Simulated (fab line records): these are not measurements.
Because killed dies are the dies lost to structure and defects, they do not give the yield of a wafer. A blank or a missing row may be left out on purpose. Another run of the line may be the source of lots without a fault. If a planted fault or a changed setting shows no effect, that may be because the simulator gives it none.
fab line records	flow sfq_line	part 1 of 2: steps 1 to 21 of 29
record lots=5	wafers=15	last_day=89
route steps=325 shown C5@247 M6@251 I6@266
lots that met no fault: from a run of the same line without faults
start_h: hours from the record's first day to the start of the lot's first wafer shown	wait_h: time in hours since the lot's previous step	" identical to the entry in the row above	L1.1+2: several wafers, shown together as one row	- no value present, or no start provided	* or withheld: withheld	< > ~ a bound
route shown NAME@n: a module of which the file shows steps, and the number in the route of the first	usual: mean/standard deviation taken from wafers without a fault	same: alike in all rows	chamber/n: place in a boat	sites: the reading at each site	_std_site: the standard deviation of these	_edge_site: mean of outer sites minus mean of inner sites	radius_mm: how far each site lies from the wafer's centre	mask NAME#n: copy n	behind: the most recent tool/chamber to have shaped the wafer	hold: why the lot was held/for how many hours/how that ended	device: the n, p or np transistor that did not switch	end of line: tests of these same wafers at the route's end	a step without rows: its recipe alone	killed: not the wafer's yield, but the dies lost to structure and defects at the first sort	map: shows each die of a wafer: x if killed, . if not, _ if none is there
set.NAME: the run value of the setting; set.NAME@STEP: its run value at that earlier step	model.NAME: the simulator's own value behind a step, which no gauge read
a table for each step, a row for each wafer; lots at some steps of the route
services: when a tool's chamber went out of use (start_h, in hours from the record's first day, below 0 if earlier), for how many hours, and the reason
## steps
# step SFQ_TRILAYER_C5_BARC_OPEN_VIA_ETCH_210
# recipe mask_material=PR	chemistry=O2	target_depth_nm=125	target=BARC	source_w=500	bias_w=80	pressure_mtorr=30	time_s=41.7
# usual drypump_motor_current_A=5.8/0.63	oes_product_au=0.686/0.0041
# same time_s=41.7
lot.wafer	tool	chamber	start_h	wait_h	drypump_motor_current_A	oes_product_au	rf_hours_counter_h
L077.2	rie_diel-03	1	1476.01	0.0	6.3	0.690	18
L077.3	"	2	"	"	5.0	0.687	12
L077.4	"	0	"	"	4.9	0.686	19
L078.1	rie_diel-03	2	1479.61	0.0	5.0	0.684	12
L078.2	"	1	"	"	6.3	0.688	18
L078.5	"	0	"	"	4.9	0.685	-
L083.1	rie_diel-04	3	1548.23	0.0	6.7	0.683	14
L083.3	"	0	"	"	6.3	0.689	12
L083.6	"	2	"	"	6.5	0.685	-
L094.3	rie_diel-01	2	1894.94	0.0	5.8	0.688	2
L094.4	"	3	"	"	5.8	0.684	3
L094.6	"	3	"	"	5.8	0.693	-
L097.1	rie_diel-01	2	1908.14	0.0	5.8	0.685	2
L097.3	"	1	"	"	4.8	0.690	12
L097.6	"	2	"	"	5.8	0.688	-
# step SFQ_TRILAYER_C5_ETCH_VIA_ETCH_154
# recipe target=SiO2	mask_material=PR	chemistry=CHF3	target_depth_nm=84	source_w=500	bias_w=80	pressure_mtorr=30	time_s=withheld	stop_on=Nb
# usual drypump_motor_current_A=5.8/0.63	oes_product_au=0.893/0.0087
lot.wafer	tool	chamber	start_h	wait_h	drypump_motor_current_A	oes_product_au
L077.2	rie_diel-03	1	1476.05	0.0	6.3	0.879
L077.3	"	2	"	"	5.0	0.884
L077.4	"	0	"	"	4.9	0.894
L078.1	rie_diel-03	2	1479.65	0.0	4.9	0.887
L078.2	"	1	"	"	6.3	0.886
L078.5	"	0	"	"	5.0	0.896
L083.1	rie_diel-04	3	1548.27	0.0	6.7	0.894
L083.3	"	0	"	"	6.3	0.893
L083.6	"	2	"	"	6.4	0.903
L094.3	rie_diel-01	2	1894.98	0.0	5.7	0.878
L094.4	"	3	"	"	5.8	0.907
L094.6	"	3	"	"	5.8	0.885
L097.1	rie_diel-01	2	1908.18	0.0	5.8	0.884
L097.3	"	1	"	"	4.8	0.894
L097.6	"	2	"	"	5.8	0.897
# step SFQ_TRILAYER_C5_STRIP_STRIP_155
# recipe gas=O2	power_w=200	platen_temp_c=40	overash_fraction=0.65	chemistry=O2	pressure_mtorr=50
# usual drypump_motor_current_A=5.50/0.18	oes_product_au=1.001/0.0094
lot.wafer	tool	chamber	start_h	wait_h	drypump_motor_current_A	oes_product_au	rf_hours_counter_h
L077.2	rie_metal-04	1	1476.10	-	5.55	0.994	94
L077.3	"	1	"	"	5.57	0.988	-
L077.4	"	0	"	"	5.58	0.993	-
L078.1	rie_metal-01	1	1479.70	-	5.54	0.995	79
L078.2	"	0	"	"	5.37	0.985	122
L078.5	"	0	"	"	5.38	0.996	-
L083.1	rie_metal-03	0	1548.32	-	5.15	1.010	3
L083.3	"	1	"	"	5.82	1.005	-
L083.6	"	1	"	"	5.82	1.005	-
L094.3	rie_metal-03	0	1895.23	-	5.17	1.002	-
L094.4	"	1	"	"	5.78	0.995	-
L094.6	"	1	"	"	5.78	1.002	-
L097.1	rie_metal-04	0	1908.23	-	5.57	0.992	74
L097.3	"	1	"	"	5.59	0.992	-
L097.6	"	1	"	"	5.55	1.002	-
# step SFQ_TRILAYER_C5_STRIP_SOLV_CLEAN_156
# recipe chemistry=NMP	temp_c=70	time_s=600
# same time_s=600
lot.wafer	tool	chamber	start_h	wait_h
L077.2+3+4	wet_bench-02	5,3,6	1476.70	0.4
L078.1+2+5	wet_bench-01	6,4,2	1480.30	0.4
L083.1+3+6	wet_bench-02	5,1,6	1548.92	0.4
L094.3+4+6	wet_bench-03	3,1,5	1895.63	0.2
L097.1+3+6	wet_bench-01	0,5,7	1908.83	0.4
# step SFQ_TRILAYER_M6_DEP_PRE_CLEAN_158
# recipe gas=Ar	time_s=22.5	bias_v=250
# same time_s=22.5
lot.wafer	tool	chamber	start_h	wait_h
L077.2+3+4	pvd_sputter-04	-	1476.87	0.0
L078.1+2+5	pvd_sputter-06	-	1480.47	0.0
L083.1+3+6	pvd_sputter-06	-	1549.09	0.0
L094.3+4+6	pvd_sputter-06	-	1895.81	0.0
L097.1+3+6	pvd_sputter-04	-	1909.01	0.0
# step SFQ_TRILAYER_M6_DEP_SPUTTER_157
# recipe material=Nb	base_pressure_pa=1.33e-06	chamber_pressure_pa=0.1333	substrate_temp_c=20	target_thk_nm=200	power_w=2000	time_s=133.3
# usual throttle_valve_pct=29.1/1
# same time_s=133.3
lot.wafer	tool	chamber	start_h	wait_h	throttle_valve_pct
L077.2	pvd_sputter-04	-	1476.90	0.0	28.8
L077.3	"	-	"	"	29.0
L077.4	"	-	"	"	30.3
L078.1	pvd_sputter-06	-	1480.50	0.0	29.3
L078.2	"	-	"	"	30.0
L078.5	"	-	"	"	28.2
L083.1	pvd_sputter-06	-	1549.12	0.0	30.1
L083.3	"	-	"	"	28.4
L083.6	"	-	"	"	28.4
L094.3	pvd_sputter-06	-	1895.84	0.0	30.2
L094.4	"	-	"	"	28.2
L094.6	"	-	"	"	28.5
L097.1	pvd_sputter-04	-	1909.04	0.0	28.6
L097.3	"	-	"	"	29.8
L097.6	"	-	"	"	29.0
# step SFQ_M6_RS_MEAS_938
# recipe thk_meas_gauge=four-point-probe	reads=Nb_of_TRILAYER_M6_DEP_SPUTTER_157
# usual M6_NB_RS=0.888/0.01
lot.wafer	tool	chamber	start_h	wait_h	M6_NB_RS[ohm/sq]
L077.2	film_metro-02	-	1477.01	0.1	0.881
L077.3	"	-	"	"	0.894
L077.4	"	-	"	"	0.864
L078.1	film_metro-03	-	1480.59	0.0	0.886
L078.2	"	-	"	"	0.875
L078.5	"	-	"	"	0.880
L083.1	film_metro-01	-	1549.21	0.0	0.881
L083.3	"	-	"	"	0.901
L083.6	"	-	"	"	0.901
L094.3	film_metro-01	-	1895.97	0.1	0.894
L094.4	"	-	"	"	0.911
L094.6	"	-	"	"	0.900
L097.1	film_metro-01	-	1909.13	0.0	0.882
L097.3	"	-	"	"	0.866
L097.6	"	-	"	"	0.871
# step SFQ_TRILAYER_M6_LITHO_COAT_164
# recipe resist=BARC	spin_rpm=3000	resist_thk_nm=62
# usual chill_plate_temp_C=23.00/0.11	exhaust_pa=45.1/0.85	resist_line_temp_C=23.00/0.11
lot.wafer	tool	chamber	start_h	wait_h	chill_plate_temp_C	exhaust_pa	resist_line_temp_C
L077.2	litho_track-04	0	1477.22	0.1	23.04	45.9	22.82
L077.3	"	0	"	"	23.08	46.1	22.91
L077.4	"	0	"	"	23.13	45.5	22.95
L078.1	litho_track-02	0	1480.77	0.1	23.03	46.2	23.08
L078.2	"	0	"	"	22.99	46.6	23.02
L078.5	"	0	"	"	22.96	46.6	22.92
L083.1	litho_track-02	0	1549.39	0.1	23.01	44.6	23.04
L083.3	"	0	"	"	22.99	44.6	22.92
L083.6	"	0	"	"	23.03	44.6	23.02
L094.3	litho_track-02	0	1896.21	0.1	23.07	46.6	23.07
L094.4	"	0	"	"	22.94	44.8	23.06
L094.6	"	0	"	"	23.17	44.4	22.93
L097.1	litho_track-04	0	1909.31	0.1	22.82	45.6	23.16
L097.3	"	0	"	"	23.01	44.1	23.10
L097.6	"	0	"	"	22.94	44.2	22.85
# step SFQ_TRILAYER_M6_LITHO_COAT_159
# recipe resist=KrF	spin_rpm=3000	resist_thk_nm=600
# usual chill_plate_temp_C=22.98/0.095	exhaust_pa=45.0/0.93	resist_line_temp_C=23.01/0.12
lot.wafer	tool	chamber	start_h	wait_h	chill_plate_temp_C	exhaust_pa	resist_line_temp_C
L077.2	litho_track-04	0	1477.52	0.2	23.01	44.0	23.08
L077.3	"	0	"	"	23.04	44.3	22.94
L077.4	"	0	"	"	23.05	44.3	23.10
L078.1	litho_track-02	0	1481.07	0.2	22.88	45.3	23.11
L078.2	"	0	"	"	22.89	44.8	23.04
L078.5	"	0	"	"	22.77	44.9	23.13
L083.1	litho_track-02	0	1549.69	0.2	22.90	45.5	22.91
L083.3	"	0	"	"	22.96	45.6	22.93
L083.6	"	0	"	"	23.05	44.5	22.92
L094.3	litho_track-02	0	1896.51	0.2	22.96	47.0	23.28
L094.4	"	0	"	"	23.06	45.1	23.04
L094.6	"	0	"	"	23.31	45.7	22.93
L097.1	litho_track-04	0	1909.61	0.2	23.03	44.6	23.04
L097.3	"	0	"	"	22.90	43.6	22.97
L097.6	"	0	"	"	23.11	44.8	23.07
# step SFQ_TRILAYER_M6_LITHO_SOFTBAKE_163
# recipe temp_c=withheld	time_s=withheld	resist=KrF
# usual chill_plate_temp_C=*	exhaust_pa=45.0/0.82	resist_line_temp_C=*
lot.wafer	tool	chamber	start_h	wait_h	chill_plate_temp_C	exhaust_pa	resist_line_temp_C
L077.2	litho_track-04	0	1477.80	0.2	*	44.5	*
L077.3	"	0	"	"	*	44.8	*
L077.4	"	0	"	"	*	44.9	*
L078.1	litho_track-02	0	1481.37	0.2	*	44.1	*
L078.2	"	0	"	"	*	44.9	*
L078.5	"	0	"	"	*	44.5	*
L083.1	litho_track-02	0	1549.99	0.2	*	44.8	*
L083.3	"	0	"	"	*	44.5	*
L083.6	"	0	"	"	*	45.0	*
L094.3	litho_track-02	0	1896.76	0.2	*	44.5	*
L094.4	"	0	"	"	*	43.0	*
L094.6	"	0	"	"	*	43.9	*
L097.1	litho_track-04	0	1909.91	0.2	*	45.2	*
L097.3	"	0	"	"	*	45.7	*
L097.6	"	0	"	"	*	44.3	*
# step SFQ_TRILAYER_M6_LITHO_EXPOSE_160
# recipe mask_id=M6	na=0.6	source_shape=conventional	sigma_outer=0.65	target_cd_nm=500	dose_mj=14.4
# usual focus_offset_nm=-0.1/0.51
lot.wafer	tool	chamber	start_h	wait_h	mask	focus_offset_nm
L077.2	krf_scanner-02	0	1608.09	-	M6#0	-0.5
L077.3	"	0	"	"	M6#0	-0.3
L077.4	"	0	"	"	M6#0	0.2
L078.1	krf_scanner-01	0	1611.72	-	M6#0	-0.1
L078.2	"	0	"	"	M6#0	0.4
L078.5	"	0	"	"	M6#0	-0.5
L083.1	krf_scanner-01	0	1683.66	-	M6#0	-0.3
L083.3	"	0	"	"	M6#0	-0.5
L083.6	"	0	"	"	M6#0	-0.7
L094.3	krf_scanner-01	0	1897.26	-	M6#0	-1.2
L094.4	"	0	"	"	M6#0	-0.6
L094.6	"	0	"	"	M6#0	-0.6
L097.1	krf_scanner-01	0	1910.66	-	M6#0	0.2
L097.3	"	0	"	"	M6#0	0.2
L097.6	"	0	"	"	M6#0	0.8
# step SFQ_TRILAYER_M6_LITHO_PEB_162
# recipe peb_temp_c=115	peb_time_s=60	resist=KrF
# usual chill_plate_temp_C=23.00/0.13	exhaust_pa=45.0/0.99	resist_line_temp_C=23.00/0.098
lot.wafer	tool	chamber	start_h	wait_h	chill_plate_temp_C	exhaust_pa	resist_line_temp_C
L077.2	litho_track-02	0	1609.12	0.8	23.01	45.6	23.07
L077.3	"	0	"	"	23.10	45.1	22.82
L077.4	"	0	"	"	23.16	43.3	22.89
L078.1	litho_track-03	0	1612.92	1.0	23.01	43.4	23.06
L078.2	"	0	"	"	22.97	44.0	22.96
L078.5	"	0	"	"	23.08	44.1	23.19
L083.1	litho_track-02	0	1684.86	1.0	23.05	44.4	22.94
L083.3	"	0	"	"	23.05	44.9	22.95
L083.6	"	0	"	"	23.02	44.3	23.02
L094.3	litho_track-03	0	1898.11	0.7	23.25	44.3	22.91
L094.4	"	0	"	"	23.23	46.0	23.08
L094.6	"	0	"	"	23.02	44.5	22.93
L097.1	litho_track-03	0	1911.86	1.0	23.18	45.8	23.06
L097.3	"	0	"	"	23.09	44.9	22.99
L097.6	"	0	"	"	23.17	46.0	23.06
# step SFQ_TRILAYER_M6_LITHO_DEVELOP_161
# recipe time_s=60	resist=KrF
# usual chill_plate_temp_C=23.00/0.11	exhaust_pa=44.9/0.89	resist_line_temp_C=22.96/0.094
# same time_s=60
lot.wafer	tool	chamber	start_h	wait_h	chill_plate_temp_C	exhaust_pa	resist_line_temp_C
L077.2	litho_track-02	0	1609.27	0.1	22.96	46.5	22.86
L077.3	"	0	"	"	22.98	43.6	22.98
L077.4	"	0	"	"	23.03	44.3	23.00
L078.1	litho_track-03	0	1613.07	0.1	23.05	44.4	23.03
L078.2	"	0	"	"	23.03	45.3	22.87
L078.5	"	0	"	"	22.94	43.5	22.83
L083.1	litho_track-02	0	1685.01	0.1	23.06	45.0	22.97
L083.3	"	0	"	"	22.96	45.4	22.92
L083.6	"	0	"	"	23.04	45.1	22.90
L094.3	litho_track-03	0	1898.26	0.1	22.96	44.4	22.83
L094.4	"	0	"	"	23.13	45.8	23.01
L094.6	"	0	"	"	22.91	44.2	22.97
L097.1	litho_track-03	0	1912.01	0.1	23.18	43.6	22.82
L097.3	"	0	"	"	23.20	44.9	22.95
L097.6	"	0	"	"	23.24	44.8	22.95
# step SFQ_M6_OVL_MEAS_940
# usual M6_OVL=-5/5.2
lot.wafer	tool	chamber	start_h	wait_h	M6_OVL[nm]
L077.2	overlay-02	-	1609.40	0.1	-1
L077.3	"	-	"	"	-6
L077.4	"	-	"	"	-5
L078.1	overlay-02	-	1613.22	0.1	0
L078.2	"	-	"	"	3
L078.5	"	-	"	"	-1
L083.1	overlay-02	-	1685.16	0.1	2
L083.3	"	-	"	"	0
L083.6	"	-	"	"	8
L094.3	overlay-01	-	1898.37	0.1	-1
L094.4	"	-	"	"	-15
L094.6	"	-	"	"	-17
L097.1	overlay-01	-	1912.16	0.1	-1
L097.3	"	-	"	"	2
L097.6	"	-	"	"	0
# step SFQ_TRILAYER_M6_BARC_OPEN_METAL_ETCH_206
# recipe mask_material=PR	chemistry=O2	target_depth_nm=125	target=BARC	icp_w=600	bias_w=80	pressure_mtorr=10	time_s=41.7
# usual drypump_motor_current_A=5.49/0.27	oes_product_au=0.685/0.0049
# same time_s=41.7
lot.wafer	tool	chamber	start_h	wait_h	drypump_motor_current_A	oes_product_au	rf_hours_counter_h
L077.2	rie_metal-01	0	1609.43	0.0	5.39	0.693	9
L077.3	"	1	"	"	5.61	0.686	-
L077.4	"	0	"	"	5.42	0.686	-
L078.1	rie_metal-01	1	1613.26	0.0	5.67	0.683	98
L078.2	"	0	"	"	5.41	0.689	10
L078.5	"	1	"	"	5.65	0.690	-
L083.1	rie_metal-03	0	1685.20	0.0	5.16	0.684	16
L083.3	"	1	"	"	5.82	0.691	-
L083.6	"	1	"	"	5.82	0.692	-
L094.3	rie_metal-02	0	1898.41	0.0	5.22	0.694	-
L094.4	"	1	"	"	5.81	0.684	-
L094.6	"	0	"	"	5.21	0.684	-
L097.1	rie_metal-02	0	1912.19	0.0	5.23	0.682	25
L097.3	"	0	"	"	5.21	0.683	-
L097.6	"	0	"	"	5.23	0.687	-
# step SFQ_TRILAYER_M6_ETCH_METAL_ETCH_162
# recipe target=Nb	stop_on=SiO2	mask_material=PR	chemistry=Cl2/Ar	target_depth_nm=240	icp_w=600	bias_w=80	pressure_mtorr=10	time_s=120
# usual drypump_motor_current_A=5.49/0.27	oes_product_au=0.895/0.0068
# same time_s=120
lot.wafer	tool	chamber	start_h	wait_h	drypump_motor_current_A	oes_product_au	rf_hours_counter_h
L077.2	rie_metal-01	0	1609.49	0.0	5.43	0.898	9
L077.3	"	1	"	"	5.58	0.896	-
L077.4	"	0	"	"	5.39	0.901	-
L078.1	rie_metal-01	1	1613.32	0.0	5.54	0.897	98
L078.2	"	0	"	"	5.41	0.899	10
L078.5	"	1	"	"	5.56	0.897	-
L083.1	rie_metal-03	0	1685.25	0.0	5.17	0.895	16
L083.3	"	1	"	"	5.80	0.891	-
L083.6	"	1	"	"	5.81	0.891	-
L094.3	rie_metal-02	0	1898.49	0.1	5.24	0.894	-
L094.4	"	1	"	"	5.81	0.874	-
L094.6	"	0	"	"	5.25	0.893	-
L097.1	rie_metal-02	0	1912.25	0.0	5.20	0.893	25
L097.3	"	0	"	"	5.20	0.898	-
L097.6	"	0	"	"	5.23	0.902	-
# step SFQ_TRILAYER_M6_STRIP_STRIP_163
# recipe gas=O2	power_w=200	platen_temp_c=40	overash_fraction=0.65	chemistry=O2	pressure_mtorr=50
# usual drypump_motor_current_A=5.49/0.27	oes_product_au=1.002/0.0081
lot.wafer	tool	chamber	start_h	wait_h	drypump_motor_current_A	oes_product_au	rf_hours_counter_h
L077.2	rie_metal-01	0	1609.61	0.1	5.37	1.000	9
L077.3	"	1	"	"	5.55	1.001	-
L077.4	"	0	"	"	5.37	1.002	-
L078.1	rie_metal-01	1	1613.45	0.1	5.55	1.007	98
L078.2	"	0	"	"	5.41	1.001	10
L078.5	"	1	"	"	5.58	1.001	-
L083.1	rie_metal-03	0	1685.38	0.1	5.12	1.017	16
L083.3	"	1	"	"	5.80	0.994	-
L083.6	"	1	"	"	5.79	1.000	-
L094.3	rie_metal-02	0	1898.78	0.2	5.22	1.013	-
L094.4	"	1	"	"	5.83	1.010	-
L094.6	"	0	"	"	5.21	1.014	-
L097.1	rie_metal-02	0	1912.38	0.1	5.20	1.000	25
L097.3	"	0	"	"	5.21	1.002	-
L097.6	"	0	"	"	5.21	1.000	-
# step SFQ_TRILAYER_M6_STRIP_SOLV_CLEAN_164
# recipe chemistry=NMP	temp_c=70	time_s=600
# same time_s=600
lot.wafer	tool	chamber	start_h	wait_h
L077.2+3+4	wet_bench-01	3,1,6	1610.21	0.4
L078.1+2+5	wet_bench-01	3,0,4	1614.05	0.4
L083.1+3+6	wet_bench-03	4,7,0	1685.98	0.4
L094.3+4+6	wet_bench-01	7,5,2	1899.18	0.2
L097.1+3+6	wet_bench-04	0,7,2	1912.98	0.4
# step SFQ_TRILAYER_I6_DEP_PECVD_165
# recipe material=SiO2	temp_c=150	time_s=111.11	pressure_torr=2.4	rf_w=183.3	precursor=SiH4/N2O	target_thk_nm=500
# usual chamber_pressure_Torr=2.400/0.0054	heater_power_w=87/17	showerhead_vpp_V=836/25	throttle_valve_pct=24.7/1.6
# same time_s=111.11
lot.wafer	tool	chamber	start_h	wait_h	chamber_pressure_Torr	heater_power_w	showerhead_vpp_V	throttle_valve_pct
L077.2	pecvd-03	1	1610.40	0.0	2.405	57	792	23.0
L077.3	"	0	"	"	2.393	82	809	22.4
L077.4	"	2	"	"	2.402	122	848	24.9
L078.1	pecvd-01	2	1614.24	0.0	2.396	77	789	23.8
L078.2	"	1	"	"	2.407	71	883	24.5
L078.5	"	1	"	"	2.409	74	886	24.4
L083.1	pecvd-03	0	1686.15	0.0	2.400	77	802	22.6
L083.3	"	2	"	"	2.404	116	852	25.1
L083.6	"	2	"	"	2.396	121	844	25.0
L094.3	pecvd-02	2	1899.35	0.0	2.395	86	849	26.7
L094.4	"	2	"	"	2.396	84	857	26.3
L094.6	"	0	"	"	2.402	89	863	28.2
L097.1	pecvd-01	2	1913.17	0.0	2.401	69	793	23.3
L097.3	"	0	"	"	2.397	104	831	23.1
L097.6	"	1	"	"	2.401	67	880	23.8
# step SFQ_TRILAYER_I6_CMP_CMP_166
# recipe material=SiO2	down_force_psi=3	platen_rpm=60	pad_velocity_m_s=0.94248
# usual head_pressure_psi=3.001/0.0066	motor_current_A=10.2/0.88	platen_rpm=60.00/0.036	time_to_endpoint_s=216/8.7
lot.wafer	tool	chamber	start_h	wait_h	head_pressure_psi	motor_current_A	platen_rpm	time_to_endpoint_s
L077.2	cmp-02	3	1611.35	0.9	3.000	11.2	60.01	217
L077.4	"	1	1612.35	1.9	2.999	9.7	59.96	224
L077.3	"	2	"	"	3.008	9.2	60.00	213
L078.1	cmp-02	3	1614.85	0.6	3.003	12.4	60.02	225
L078.2	"	0	"	"	2.999	9.1	59.99	221
L078.5	"	3	1616.85	2.5	3.007	11.5	60.07	229
L083.1	cmp-01	3	1687.87	1.7	3.003	11.2	59.99	203
L083.3	"	0	"	"	3.009	8.7	59.98	211
L083.6	"	1	"	"	2.998	10.2	59.96	223
L094.3	cmp-02	2	1899.43	0.0	2.996	9.3	60.01	190
L094.4	"	3	"	"	3.007	11.3	59.90	205
L094.6	"	3	1901.93	2.5	3.015	11.4	59.99	207
L097.1	cmp-02	3	1913.85	0.6	3.003	12.1	59.96	219
L097.3	"	0	"	"	2.995	10.0	60.01	204
L097.6	"	3	1915.85	2.6	3.007	11.3	60.00	213
# step SFQ_I6_BOW_MEAS_941
# recipe mode=bow
# usual I6_BOW=4/9.2
lot.wafer	tool	chamber	start_h	wait_h	I6_BOW[um]
L077.2	film_metro-01	-	1614.37	2.5	-6
L077.3	"	-	"	"	7
L077.4	"	-	"	"	16
L078.1	film_metro-02	-	1617.35	2.0	-2
L078.2	"	-	"	"	3
L078.5	"	-	"	"	-6
L083.1	film_metro-01	-	1689.87	1.5	17
L083.3	"	-	"	"	3
L083.6	"	-	"	"	6
L094.3	film_metro-04	-	1902.47	2.5	14
L094.4	"	-	"	"	-9
L094.6	"	-	"	"	-3
L097.1	film_metro-04	-	1916.85	2.5	0
L097.3	"	-	"	"	-5
L097.6	"	-	"	"	-10
